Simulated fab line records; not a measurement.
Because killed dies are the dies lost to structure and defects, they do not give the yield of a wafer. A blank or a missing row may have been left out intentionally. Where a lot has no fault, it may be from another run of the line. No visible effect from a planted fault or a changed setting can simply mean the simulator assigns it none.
A struck lot beside a sound one ; flow sfqLine ; 18 steps out of a route of 325
Sound: the wafers L380.1, L380.3, L380.6. Wafers L389.1, L389.3, L389.6 were the ones struck. The cause is named last.
For every step that has rows: the tool of each side, followed by ch and its chambers, followed by its first start. Under that, the readings that differ: sound wafers ; struck wafers ; difference of the means ; sigmas: that difference in standard deviations of wafers without a fault.
alike: a reading whose means differ by less than 2 such deviations, as well as words and numbers matching on both sides. not compared: withheld readings; readings where some wafer has no value; bounds like >300 that might hide an equal value; numbers whose values overlap and for which the record gives no deviation.
A row with sigmas, a row that says differs or no value, or rows on one side alone: a step with any of these is where the two part. Numbers that don't overlap but have no deviation are shown without sigmas and don't part them. A reading that every wafer of one side lacks parts them only if that side has two wafers or more.

first, 2 steps without rows for these wafers: SFQ_TRILAYER_R5_LITHO_PEB_139 (peb time 60 s); SFQ_TRILAYER_R5_LITHO_DEVELOP_138 (time 60 s).
SFQ_R5_OVL_MEAS_935:
  struck on overlay-01, day 58 00:35; sound on overlay-02, day 49 05:41
  alike: R5_OVL
SFQ_TRILAYER_R5_BARC_OPEN_METAL_ETCH_177: etches BARC in O2, target depth 125 nm, time 41.7 s.
  sound on rieMetal-03 ch 0,1, day 49 05:43; struck on rieMetal-04 ch 0,1, day 58 00:37
  alike: drypumpMotorCurrentA, heBacksideLeakSccm, oesProductAu
  not compared: rfHoursCounterH
SFQ_TRILAYER_R5_ETCH_METAL_ETCH_139: etches the open film in Cl2, stops on SiO2, target depth 60 nm, time 40 s.
  sound on rieMetal-03 ch 0,1, day 49 05:47; struck on rieMetal-04 ch 0,1, day 58 00:41
  alike: drypumpMotorCurrentA, heBacksideLeakSccm, oesProductAu
  not compared: rfHoursCounterH
SFQ_TRILAYER_R5_STRIP_STRIP_140: strips in O2.
  sound on rieMetal-03 ch 0,1, day 49 05:50; struck on rieMetal-04 ch 0,1, day 58 00:44
reading;sound;struck;difference;sigmas
heBacksideLeakSccm (sccm);3.34 3.19 3.23;3.85 3.76 3.82;+0.56;+2
  alike: drypumpMotorCurrentA, oesProductAu
  not compared: rfHoursCounterH
then, 1 step without rows for these wafers: SFQ_TRILAYER_R5_STRIP_SOLV_CLEAN_141 (cleans in NMP, time 600 s).
SFQ_TRILAYER_A5C_DEP_PECVD_142: deposits SiO2 from SiH4/N2O, time 15.556 s, target thk 70 nm.
  sound on pecvd-03 ch 1,2, day 49 06:37; struck on pecvd-03 ch 0,2, day 58 01:41
  alike: heaterPowerW, throttleValvePct
then, 4 steps without rows for these wafers: SFQ_TRILAYER_I5_LITHO_COAT_149 (resist thk 62 nm); SFQ_TRILAYER_I5_LITHO_COAT_144 (resist thk 650 nm); SFQ_TRILAYER_I5_LITHO_SOFTBAKE_148; SFQ_TRILAYER_I5_LITHO_EXPOSE_145 (exposes mask I5, target cd 700 nm).
SFQ_TRILAYER_I5_LITHO_PEB_147: peb time 60 s.
  sound on lithoTrack-04 ch 0, day 50 09:10; struck on lithoTrack-04 ch 0, day 60 00:50
reading;sound;struck;difference;sigmas
heaterPowerTotalW (W);79.10 79.11 79.21;80.08 79.99 80.16;+0.94;+15
plateTempC (C);114.99 114.94 115.04;116.02 116.05 116.03;+1.04;+9
then, 1 step without rows for these wafers: SFQ_TRILAYER_I5_LITHO_DEVELOP_146 (time 60 s).
SFQ_I5_OVL_MEAS_936:
  struck on overlay-01, day 60 01:08; sound on overlay-01, day 50 09:28
  alike: I5_OVL
SFQ_TRILAYER_I5_BARC_OPEN_VIA_ETCH_200: etches BARC in O2, target depth 125 nm, time 41.7 s.
  sound on rieDiel-04 ch 1,2, day 50 09:29; struck on rieDiel-03 ch 0,1,2, day 60 01:10
reading;sound;struck;difference;sigmas
model.I5.cdNm (nm);699 700.1 699.6;718.2 716 718.6;+18.0;
  alike: drypumpMotorCurrentA, oesProductAu
  not compared: rfHoursCounterH
SFQ_TRILAYER_I5_ETCH_VIA_ETCH_147: etches the open film in CHF3, stops on Nb, target depth 360 nm.
  sound on rieDiel-04 ch 1,2, day 50 09:32; struck on rieDiel-03 ch 0,1,2, day 60 01:13
reading;sound;struck;difference;sigmas
model.I5.cdNm (nm);699.7 697.4 696.9;719.3 716.9 718.9;+20.4;
  alike: drypumpMotorCurrentA, oesProductAu
SFQ_TRILAYER_I5_STRIP_STRIP_148: strips in O2.
  sound on rieMetal-04 ch 0,1, day 50 09:41; struck on rieMetal-04 ch 0, day 60 01:22
  alike: drypumpMotorCurrentA, heBacksideLeakSccm, oesProductAu
  not compared: rfHoursCounterH

== WHERE THEY PART ==
Earliest at SFQ_TRILAYER_R5_STRIP_STRIP_140; latest, in this record, at SFQ_TRILAYER_I5_LITHO_PEB_147. Later steps at which nothing parts them and some readings are alike: SFQ_I5_OVL_MEAS_936, SFQ_TRILAYER_I5_BARC_OPEN_VIA_ETCH_200, SFQ_TRILAYER_I5_ETCH_VIA_ETCH_147, SFQ_TRILAYER_I5_STRIP_STRIP_148.

WHY: what had been put in by the simulator
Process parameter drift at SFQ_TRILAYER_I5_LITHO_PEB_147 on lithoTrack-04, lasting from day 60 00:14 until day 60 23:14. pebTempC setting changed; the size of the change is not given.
